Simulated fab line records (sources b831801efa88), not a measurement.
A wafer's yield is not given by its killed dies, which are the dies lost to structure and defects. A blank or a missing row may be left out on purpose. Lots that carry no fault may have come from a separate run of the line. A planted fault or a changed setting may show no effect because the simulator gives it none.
2 desks looking at one fault    flow gf180mcu    what lay behind the numbers comes last; until then each desk has only its own

## FOR THE TOOL OWNER'S DESK: pvdSputter-03
At GF_M2_SPUTTER_01 (material TiN, target thk 30 nm, time 25 s) the tool's own readings: per lot run on this tool, the mean of the sampled wafers that have a number. Any lot whose mean is over 4 standard deviations away from the usual mean is out of limits and marked OUT; that distance is given in the brackets.
Columns: A = throttleValvePct at GF_M2_SPUTTER_01, usual 30.5 %
lot   first seen here  A
L286  day 19 19:41     29.4
L289  day 20 21:54     31.1
L290  day 21 02:35     31.7
L292  day 21 17:03     31.6
This desk found nothing out of limits on any of the 4 lots.

## FROM THE METROLOGY DESK
What the gauges read, lot by lot, whatever tool the lot ran on: means of the sampled wafers that have a number. Any lot whose mean is over 4 standard deviations away from the usual mean is out of limits and marked OUT; that distance is given in the brackets.
Columns: A = V1_W_RS at GF_V1_RS_MEAS_24, usual 0.327 ohm/sq; B = V1_W_THK at GF_V1_THK_MEAS_25, usual 346 nm
lot   first seen here  A      B
L286  day 19 19:07     0.323  358
L289  day 20 21:20     0.324  348
L290  day 21 02:01     0.327  345
L292  day 21 16:28     0.329  341
L301  day 24 23:07     0.329  352
L302  day 25 09:28     0.329  347
L303  day 25 14:13     0.328  343
This desk found nothing out of limits on any of the 7 lots.

## BROUGHT TOGETHER
The desk of the tool owner found nothing out of limits.
Metrology desk: nothing out of limits seen.

## WHAT THE SIMULATOR HAD PUT IN
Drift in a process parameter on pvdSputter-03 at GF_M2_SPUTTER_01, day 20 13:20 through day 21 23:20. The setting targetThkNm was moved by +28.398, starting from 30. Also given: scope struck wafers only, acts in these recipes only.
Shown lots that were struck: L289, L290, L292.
